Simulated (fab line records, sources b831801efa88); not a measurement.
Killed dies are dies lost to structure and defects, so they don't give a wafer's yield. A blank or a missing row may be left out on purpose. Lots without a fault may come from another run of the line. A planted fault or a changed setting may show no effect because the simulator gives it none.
One fault seen from 2 desks | flow sky130 | each desk has only its own numbers; what lay behind them comes last

THE TOOL OWNER'S DESK: implanter-01
The tool's own readings at SKY_LDD_HVN_IMPLANT_08: means of the sampled wafers that have a number, for each lot that ran on this tool. A lot is out of limits, marked OUT, if its mean lies more than 4 standard deviations from the usual mean; the brackets give that distance.
Columns: A = dose_ions_cm2 at SKY_LDD_HVN_IMPLANT_08, usual 3e+13; B = faraday_current_uA at SKY_LDD_HVN_IMPLANT_08, usual 170
lot  | first seen here | A                       | B
L201 | day 21 19:14    | 3e+13                   | 167
L203 | day 22 13:26    | 3e+13                   | 172
L210 | day 24 15:35    | 5e+13 (+99 or more) OUT | 258 (+26) OUT
L212 | day 25 06:18    | 5e+13 (+99 or more) OUT | 259 (+26) OUT
L222 | day 28 08:02    | 3e+13                   | 170
This desk's finding: out of limits on L210, L212; first on L210, day 24 15:35 (dose_ions_cm2 at SKY_LDD_HVN_IMPLANT_08). In limits: L201, L203, L222.

THE METROLOGY DESK
What the gauges read, lot by lot, whatever tool the lot ran on: means of the sampled wafers that have a number. A lot is out of limits, marked OUT, if its mean lies more than 4 standard deviations from the usual mean; the brackets give that distance.
Columns: A = LDD_HVN_TW at SKY_LDD_HVN_TW_MEAS_10, usual 1443; B = LDD_HVP_OVL at SKY_LDD_HVP_OVL_MEAS_07, usual -0.6 nm; C = LDD_LDN_OVL at SKY_LDD_LDN_OVL_MEAS_07, usual 0.2 nm; D = SD_P_OVL at SKY_SD_P_OVL_MEAS_08, usual -0.3 nm
lot  | first seen here | A              | B    | C    | D
L199 | day 21 19:05    | 1440           | 0.5  | 0.4  | -0.3
L201 | day 21 19:28    | 1421           | -1.3 | 0.5  | -0.6
L203 | day 22 13:41    | 1457           | 0.7  | -1.4 | 0.2
L205 | day 23 06:10    | 1460           | 1.1  | 0.9  | -0.8
L206 | day 23 10:19    | 1461           | -1.9 | -0.4 | -0.3
L210 | day 24 15:50    | 1637 (+11) OUT | -2.4 | 1.0  | -0.2
L211 | day 25 02:00    | 1418           | -1.2 | 0.8  | -1.4
L212 | day 25 06:33    | 1676 (+14) OUT | -1.2 | -2.3 | -0.6
L214 | day 25 18:41    | 1412           | 1.0  | 2.6  | -1.2
L219 | day 27 16:51    | 1459           | -0.5 | -2.2 | 1.6
L220 | day 28 06:38    | 1421           | -2.0 | 1.0  | -1.3
L222 | day 28 08:17    | 1420           | -0.6 | -1.1 | 1.0
L221 | day 28 10:44    | 1451           | 0.4  | 3.7  | -0.7
This desk's finding: out of limits on L210, L212; first on L210, day 24 15:50 (LDD_HVN_TW at SKY_LDD_HVN_TW_MEAS_10). In limits: L199, L201, L203, L205, L206, L211, L214, L219, L220, L222, L221.

PUT TOGETHER
The tool owner's desk could have raised an alarm at day 24 15:35, on L210, L212.
The metrology desk could have raised an alarm at day 24 15:50, on L210, L212.
Of the lots named, all ran SKY_LDD_HVN_IMPLANT_08 on implanter-01.

WHAT THE SIMULATOR HAD PUT IN
Process parameter drift: implanter-01, from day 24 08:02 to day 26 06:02, at SKY_LDD_HVN_IMPLANT_08. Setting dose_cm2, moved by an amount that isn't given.
Lots struck among those shown: L210, L212.
Hours from the fault's start to each desk's first reading out of limits: the tool owner's desk, 8; the metrology desk, 8.
